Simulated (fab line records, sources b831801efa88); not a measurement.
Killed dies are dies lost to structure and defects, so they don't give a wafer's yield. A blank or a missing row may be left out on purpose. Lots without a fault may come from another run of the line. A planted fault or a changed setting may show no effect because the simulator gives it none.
Problem report in the 8D (eight disciplines) form, filled by code | flow gf180mcu | the parts of the form that need people (team, actions taken, sign-off) are left out

1. THE PROBLEM
V2_CVD_00_THK at GF_V2_THK_MEAS_01 reads a mean of 474 nm on 1 wafer of 1 lot; wafers without a fault read 603 nm with a standard deviation of 6.3. That is -20 standard deviations from the usual mean.
First seen on wafer L948.6, day 24 21:41, on film_metro-01. The record holds 36 wafers of 12 lots with a number at this step. Rule for "out", or "out of limits": more than 4 standard deviations from the usual mean. The other wafers with a number count as sound.

2. WHAT IT IS AND WHAT IT IS NOT
question                    | is                | is not
which readings at this step | V2_CVD_00_THK     | -
which lots                  | L948              | L934, L935, L936, L937, L938, L939, L940, L941, L942, L944, L953
which wafers of those lots  | L948.6            | L948.4, L948.5
read on which gauges        | film_metro-01     | film_metro-02, film_metro-03
when                        | from day 24 21:41 | up to then (32 sound wafers); but 3 sound wafers of L953 came after

3. SUSPECTS, AND WHAT RULES EACH OUT
Counting: a tool at a process step up to the reading stays a suspect if it ran every lot that is out. Sound lots after the first of them don't rule it out here, since some wafers of a struck lot are sound.
- the gauge at GF_V2_THK_MEAS_01: ruled out. All the wafers that are out were read on film_metro-01, but those of them that GF_V2_CVD_00 has rows for are out there too, on other tools.
- rie_diel-03 at GF_V1_ETCH_16 (etches BARC in N2/H2): kept. It ran the lot that is out, L948 (day 23 21:10); its last sound lot up to then is L942 (day 22 03:08).
- plasma_asher-04 at GF_V1_STRIP_18 (strips in O2/N2): kept. It ran the lot that is out, L948 (day 23 21:20); its last sound lot up to then is L942 (day 22 03:16).
- pvd_sputter-01 at GF_M2_SPUTTER_01 (material TiN, target thk 30 nm, time 25 s): kept. It ran the lot that is out, L948 (day 23 22:38); its last sound lot up to then is L942 (day 22 04:35).
- hdpcvd-02 at GF_V2_CVD_00 (deposits SiO2, target thk 600 nm, time 100 s): kept. It ran the lot that is out, L948 (day 24 21:37); its last sound lot up to then is L944 (day 23 15:49). Its own readings are out on those wafers: sih4_flow_sccm.
- Within rie_diel-03 at GF_V1_ETCH_16: the wafers that are out ran in chamber 2; their sound lot-mates ran in chamber 1.
- Within plasma_asher-04 at GF_V1_STRIP_18: the wafers that are out ran in chamber 1; their sound lot-mates ran in chamber 0.
- Within hdpcvd-02 at GF_V2_CVD_00: the wafers that are out ran in chamber 2; their sound lot-mates ran in chambers 0, 1.
Left after counting: rie_diel-03 at GF_V1_ETCH_16, plasma_asher-04 at GF_V1_STRIP_18, pvd_sputter-01 at GF_M2_SPUTTER_01, hdpcvd-02 at GF_V2_CVD_00.

4. THE CAUSE (what the simulator had put in)
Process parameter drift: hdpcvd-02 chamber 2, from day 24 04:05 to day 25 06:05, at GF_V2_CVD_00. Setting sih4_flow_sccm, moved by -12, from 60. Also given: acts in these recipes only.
Counting left 4 suspects, and this tool is among them.

5. THE CHAIN OF EFFECTS, in route order
Each row: a reading whose mean over the struck wafers that have a number lies more than 3 standard deviations from the usual. Only readings for which the record gives a usual standard deviation are gone through. hours: the time from each lot's start at the first step in this table that gives one to its start at this step, as a median over the lots. sigmas: the change in usual standard deviations.
hours | step              | reading        | usual      | on struck wafers | change | sigmas
0     | GF_V2_CVD_00      | sih4_flow_sccm | 59.98 sccm | 47.58            | -12.40 | -77
0     | GF_V2_THK_MEAS_01 | V2_CVD_00_THK  | 603 nm     | 474              | -129   | -20
The process steps in it:
- GF_V2_CVD_00: deposits SiO2, target thk 600 nm, time 100 s.

6. WHAT WOULD HAVE CAUGHT IT SOONER
In this record the first reading out of limits at a measuring or inspecting step was taken at day 24 21:41, 18 hours after the fault began at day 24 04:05.
The tool's own readings at GF_V2_CVD_00 were out on every struck wafer that the step has a row for (sih4_flow_sccm): an alarm limit on them would have fired on the first of those.
All the lots that are out (1) had begun GF_V2_CVD_00 on hdpcvd-02 by day 24 21:41. A hold on the tool at that time would have spared none of them.
